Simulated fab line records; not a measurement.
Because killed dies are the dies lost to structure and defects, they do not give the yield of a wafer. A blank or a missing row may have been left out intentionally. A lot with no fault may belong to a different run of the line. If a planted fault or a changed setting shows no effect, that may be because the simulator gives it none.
Which tool was responsible?	flow gf180mcu	11 lots, 33 wafers sampled, at 5 steps of a route of 602

## WHAT THE GAUGES SHOWED, per wafer
GF_M2_RS_MEAS_05: the measuring method here is four-point-probe.
lot	measured	on	M2_ALCU_RS (ohm/sq)
L901	day 18 01:34	film_metro-02	0.0696 0.0690 0.0697
L902	day 18 13:28	film_metro-01	0.0696 0.0671 0.0699
L903	day 18 21:02	film_metro-02	0.0679 0.0679 0.0697
L904	day 19 08:14	film_metro-03	0.0691 0.0703 0.0697
L905	day 19 12:43	film_metro-02	0.0674 0.0683 0.0675
L910	day 21 11:58	film_metro-03	0.0544 0.0551 0.0701 0.0544 0.0552 0.0700
L916	day 23 13:12	film_metro-02	0.0692 0.0707 0.0705
L917	day 23 17:16	film_metro-03	0.0691 0.0704 0.0696
L919	day 24 13:22	film_metro-02	0.0691 0.0697 0.0706
L922	day 25 19:31	film_metro-03	0.0684 0.0688 0.0688
L923	day 26 07:13	film_metro-03	0.0692 0.0701 0.0699

## EACH LOT AND THE TOOL THAT RAN IT (in order: tool; ch and the chambers of the sampled wafers; start)
lot	GF_V1_SPUTTER_22	GF_V1_CMP_26	GF_M2_SPUTTER_01	GF_M2_SPUTTER_02
L901	pvd_sputter-01, day 18 00:43	cmp-01 ch 0,2,3, day 18 01:02	pvd_sputter-01, day 18 01:26	pvd_sputter-01, day 18 01:28
L902	pvd_sputter-03, day 18 12:36	cmp-02 ch 1,3, day 18 12:59	pvd_sputter-03, day 18 13:20	pvd_sputter-03, day 18 13:22
L903	pvd_sputter-03, day 18 20:11	cmp-01 ch 0,1,2, day 18 20:34	pvd_sputter-02, day 18 20:55	pvd_sputter-02, day 18 20:57
L904	pvd_sputter-03, day 19 07:23	cmp-01 ch 1,2, day 19 07:46	pvd_sputter-01, day 19 08:07	pvd_sputter-01, day 19 08:09
L905	pvd_sputter-03, day 19 11:51	cmp-01 ch 1,2,3, day 19 12:17	pvd_sputter-03, day 19 12:35	pvd_sputter-03, day 19 12:37
L910	pvd_sputter-03, day 21 11:07	cmp-02 ch 0,1, day 21 11:30	pvd_sputter-01, day 21 11:51	pvd_sputter-01, day 21 11:53
L916	pvd_sputter-03, day 23 12:20	cmp-02 ch 0,1,2, day 23 12:40	pvd_sputter-01, day 23 13:04	pvd_sputter-01, day 23 13:05
L917	pvd_sputter-04, day 23 16:24	cmp-02 ch 0,2, day 23 16:47	pvd_sputter-01, day 23 17:08	pvd_sputter-01, day 23 17:10
L919	pvd_sputter-03, day 24 12:31	cmp-01 ch 0,1, day 24 12:50	pvd_sputter-01, day 24 13:14	pvd_sputter-01, day 24 13:16
L922	pvd_sputter-04, day 25 18:40	cmp-02 ch 1,2,3, day 25 18:59	pvd_sputter-01, day 25 19:23	pvd_sputter-01, day 25 19:25
L923	pvd_sputter-01, day 26 06:19	cmp-02 ch 0,3, day 26 06:39	pvd_sputter-02, day 26 07:03	pvd_sputter-02, day 26 07:05
- GF_V1_SPUTTER_22: material TiN, target thk 10 nm, time 40 s.
- GF_V1_CMP_26: polishes, stops on SiO2, t overpolish 15 s, target thk 0 nm.
- GF_M2_SPUTTER_01: material TiN, target thk 30 nm, time 25 s.
- GF_M2_SPUTTER_02: material AlCu, target thk 450 nm, time 23.9 s.

## THE ANSWER, worked out from the rows above alone
Rule: what is usual is taken from the lots themselves. Put in order of their means at a reading, lots are off if they are a third of the lots or fewer, leave a main group of 4 or more, and stand apart from it by a gap of 3 or more times the standard deviation of the main group's means; of several such gaps the widest counts. The tables above print the reading to a certain number of digits; a main group whose means all agree to those digits is not used. A lot without any number at a reading at which 4 lots or more have one is off too. Where the step has rows for the other lots, those lots are counted as sound.
Off: L910, seen at GF_M2_RS_MEAS_05 (M2_ALCU_RS). The main group: mean 0.0692 ohm/sq, standard deviation 0.00071.
If a tool, at a process step before that reading, ran all the lots that are off and no sound lot after the first of them, it fits. Gauges at GF_M2_RS_MEAS_05: tried the same way as those tools. Not one of the candidates tried fits.

## WHAT WAS PUT IN BY THE SIMULATOR
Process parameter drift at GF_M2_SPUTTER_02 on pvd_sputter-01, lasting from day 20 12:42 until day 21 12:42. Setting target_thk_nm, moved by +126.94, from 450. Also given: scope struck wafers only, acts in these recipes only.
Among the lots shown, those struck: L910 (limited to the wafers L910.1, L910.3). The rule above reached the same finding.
